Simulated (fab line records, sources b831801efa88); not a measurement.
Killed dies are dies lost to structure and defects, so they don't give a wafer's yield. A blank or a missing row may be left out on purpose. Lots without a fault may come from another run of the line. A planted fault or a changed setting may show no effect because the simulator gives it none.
A struck lot beside a sound one | flow sky130 | 15 steps out of a route of 708
Sound: wafers L668.1, L668.4, L668.5. Struck: wafer L672.5. (L672.1, L672.2 of the same lot were not struck and are left out.) The cause comes at the end.
At each step with rows: each side's tool, then ch and its chambers, then its first start. Under that, the readings that differ: sound wafers | struck wafers | difference of the means | sigmas: that difference in standard deviations of wafers without a fault.
alike: readings whose means differ by less than 2 such deviations, and words and numbers that are the same on both sides. not compared: withheld readings, readings that some wafer has no value for, bounds like >300 that may hide the same value, and numbers for which the record gives no deviation and whose values overlap.
The two part at a step that has a row with sigmas, a row that says differs or no value, or rows on one side only. Numbers that don't overlap but have no deviation are shown without sigmas and don't part them. A reading that every wafer of one side lacks parts them only if that side has two wafers or more.

SKY_CONTACT_OVL_MEAS_15:
  sound on overlay-01, day 31 19:04; struck on overlay-02, day 33 22:37
  alike: CONTACT_OVL
then, 1 step without rows for these wafers: SKY_CONTACT_ETCH_16 (etches BARC in N2/H2, stops on SiO2, time 45.9 s, target depth 60 nm).
SKY_CONTACT_ETCH_17: etches SiO2 in C4F8/O2/Ar, stops on Si3N4, target depth 340 nm.
  sound on rie_diel-03 ch 2,3, day 31 19:08; struck on rie_diel-03 ch 3, day 33 22:41
  reading                        | sound             | struck | difference | sigmas
  chamber_pressure_mTorr (mTorr) | 40.02 39.89 40.07 | 39.91  | -0.08      | -2
  alike: oes_product_au
SKY_CONTACT_ETCH_18: etches Si3N4 in CHF3/O2, stops on TiN, time 39 s, target depth 75 nm.
  sound on rie_diel-03 ch 2,3; struck on rie_diel-03 ch 3
  alike: chamber_pressure_mTorr, drypump_motor_current_A, oes_product_au, throttle_valve_pct
  not compared: rf_hours_counter_h
SKY_CONTACT_STRIP_19: strips in O2/N2.
  sound on plasma_asher-02 ch 0,1, day 31 19:13; struck on plasma_asher-02 ch 1, day 33 22:46
  alike: chamber_pressure_mTorr, drypump_motor_current_A, oes_product_au, strip_time_to_endpoint_s
  not compared: rf_hours_counter_h
then, 3 steps without rows for these wafers: SKY_CONTACT_STRIP_20 (strips in post etch residue remover, time 1200 s); SKY_CONTACT_CLEAN_21 (cleans in IPA, time 180 s); SKY_CONTACT_CLEAN_22 (cleans in O3/DIW).
SKY_CONTACT_SPUTTER_23: material TiN, target thk 20 nm, time 80 s.
  sound on pvd_sputter-03, day 31 19:55; struck on pvd_sputter-01, day 33 23:25
  alike: throttle_valve_pct
then, 1 step without rows for these wafers: SKY_CONTACT_CVD_24 (deposits W, target thk 340 nm, time 102.12 s).
SKY_CONTACT_RS_MEAS_25: measures by four-point-probe.
  sound on film_metro-01, day 31 20:05; struck on film_metro-01, day 33 23:35
  alike: CONTACT_W_RS
SKY_CONTACT_THK_MEAS_26: measures by xrf.
  sound on film_metro-01, day 31 20:12; struck on film_metro-01, day 33 23:42
  alike: CONTACT_W_THK
SKY_CONTACT_CMP_27: polishes, stops on SiO2, t overpolish 15 s, target thk 0 nm.
  sound on cmp-01 ch 1,3, day 31 20:16; struck on cmp-01 ch 2, day 33 23:46
  reading              | sound                | struck | difference | sigmas
  overpolish_run_s (s) | 14.993 14.995 14.991 | 11.777 | -3.216     | -99 or more
  t_overpolish_s (s)   | 15 15 15             | 11.784 | -3.216     |
  alike: head_pressure_psi, motor_current_A, platen_rpm, time_to_endpoint_s
SKY_METAL1_SPUTTER_00: material Ti, target thk 15 nm, time 10 s.
  sound on pvd_sputter-04, day 31 20:34; struck on pvd_sputter-01, day 34 00:04
  alike: throttle_valve_pct
-- the record jumps here: 14 days lie between the struck wafers' starts before and after (it left off in module METAL1 and takes up again in module PAD_OPEN, whose first step shown is number 708 of the route) --
SKY_PAD_OPEN_PROBE_99:
  sound on prober-01, day 45 21:14; struck on prober-01, day 47 17:28
  reading            | sound    | struck | difference | sigmas
  killed_at_M0_to_M3 | 39 38 47 | 55     | +14        | +2
  alike: killed_at_M4_up, killed_at_contacts, killed_at_front_end, killed_at_other, killed_dies, killed_open, killed_short

WHERE THEY PART
First at SKY_CONTACT_ETCH_17; last, within this record, at SKY_PAD_OPEN_PROBE_99.

WHY: what the simulator had put in
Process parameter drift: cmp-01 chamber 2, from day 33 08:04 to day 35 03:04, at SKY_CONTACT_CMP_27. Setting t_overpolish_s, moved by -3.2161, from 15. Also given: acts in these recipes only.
